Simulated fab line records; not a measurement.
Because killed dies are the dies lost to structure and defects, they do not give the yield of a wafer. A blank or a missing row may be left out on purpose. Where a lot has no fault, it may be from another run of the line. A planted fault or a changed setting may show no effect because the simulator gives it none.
Tool commonality check | flow gf180mcu | Sample size 13 lots and 39 wafers

REASON FOR OPENING
GF_HV_LDD_TW_MEAS_23, reading HV_LDD_2_TW: flagged on 1 of 13 lots. Fault-free wafers read 1048, with a standard deviation of 6.3.
Rule: flag the lot when none of its wafers has a number, or when each of its wafers that has one lies beyond 4 standard deviations from that mean. The rest of the lots are taken to be sound.

lot  | measured     | on            | HV_LDD_2_TW, wafer by wafer | flag
L928 | day 10 23:52 | film_metro-02 | 1043 1048 1051              |
L929 | day 11 05:47 | film_metro-02 | 1045 1044 1042              |
L930 | day 11 17:25 | film_metro-04 | 1051 1059 1051              |
L931 | day 11 18:05 | film_metro-02 | 1043 1034 1041              |
L932 | day 12 01:30 | film_metro-04 | 1062 1058 1053              |
L934 | day 12 16:29 | film_metro-02 | 1045 1038 1046              |
L935 | day 13 02:58 | film_metro-02 | 1049 1056 1048              |
L937 | day 13 11:59 | film_metro-04 | 1051 1064 1052              |
L940 | day 14 13:32 | film_metro-02 | 30 30 30                    | FLAGGED
L948 | day 17 00:50 | film_metro-02 | 1044 1043 1042              |
L949 | day 17 13:16 | film_metro-01 | 1042 1045 1042              |
L950 | day 17 16:25 | film_metro-02 | 1048 1046 1045              |
L951 | day 17 20:35 | film_metro-01 | 1043 1041 1039              |
Averaged over the flagged lots the numbers come to 30, -1018 from the usual (-99 or more standard deviations).

LOT BY LOT: THE TOOL USED
The record keeps 1 process step preceding the reading, out of 602 steps on the route. Each cell gives the tool, then ch followed by the chambers the sampled wafers passed through, then the start.
lot  | flag    | GF_HV_LDD_EXPOSE_16
L928 |         | iline_stepper-02 ch 0, day 10 14:39
L929 |         | iline_stepper-01 ch 0, day 10 20:29
L930 |         | iline_stepper-01 ch 0, day 11 07:20
L931 |         | iline_stepper-01 ch 0, day 11 09:06
L932 |         | iline_stepper-02 ch 0, day 11 15:37
L934 |         | iline_stepper-01 ch 0, day 12 07:02
L935 |         | iline_stepper-02 ch 0, day 12 16:31
L937 |         | iline_stepper-01 ch 0, day 13 02:13
L940 | FLAGGED | iline_stepper-02 ch 0, day 14 03:11
L948 |         | iline_stepper-02 ch 0, day 16 13:06
L949 |         | iline_stepper-02 ch 0, day 17 01:43
L950 |         | iline_stepper-01 ch 0, day 17 04:53
L951 |         | iline_stepper-01 ch 0, day 17 09:03
What the steps here do:
- GF_HV_LDD_EXPOSE_16: exposes mask Pplus LV AREA, target cd 400 nm.
- GF_HV_LDD_TW_MEAS_23

FLAGGED OVER TOTAL, TOOL BY TOOL (the gauges that took the reading come last)
step                 | tool             | lots run | flagged | share of the flagged lots | sound lots run after its first flagged lot
GF_HV_LDD_EXPOSE_16  | iline_stepper-01 | 7        | 0       | none                      | -
GF_HV_LDD_EXPOSE_16  | iline_stepper-02 | 6        | 1       | all                       | 2 (L948,L949)
GF_HV_LDD_TW_MEAS_23 | film_metro-01    | 2        | 0       | none                      | -
GF_HV_LDD_TW_MEAS_23 | film_metro-02    | 8        | 1       | all                       | 2 (L948,L950)
GF_HV_LDD_TW_MEAS_23 | film_metro-04    | 3        | 0       | none                      | -

WHAT THE TABLE PERMITS
iline_stepper-02 at GF_HV_LDD_EXPOSE_16 and film_metro-02 at GF_HV_LDD_TW_MEAS_23 are the 2 rows of the table that ran each flagged lot.
- iline_stepper-02 at GF_HV_LDD_EXPOSE_16 ran 6 lots, 1 of them flagged. After the first flagged lot (L948, L949), sound lots still ran on it; a lasting fault on the whole tool would not permit that.
- film_metro-02 at GF_HV_LDD_TW_MEAS_23 ran 8 lots, 1 of them flagged. After the first flagged lot (L948, L950), sound lots still ran on it; a lasting fault on the whole tool would not permit that.
None of the table's rows ran every flagged lot and, after the first, no sound lot.

WHAT THE SIMULATOR HAD INSERTED
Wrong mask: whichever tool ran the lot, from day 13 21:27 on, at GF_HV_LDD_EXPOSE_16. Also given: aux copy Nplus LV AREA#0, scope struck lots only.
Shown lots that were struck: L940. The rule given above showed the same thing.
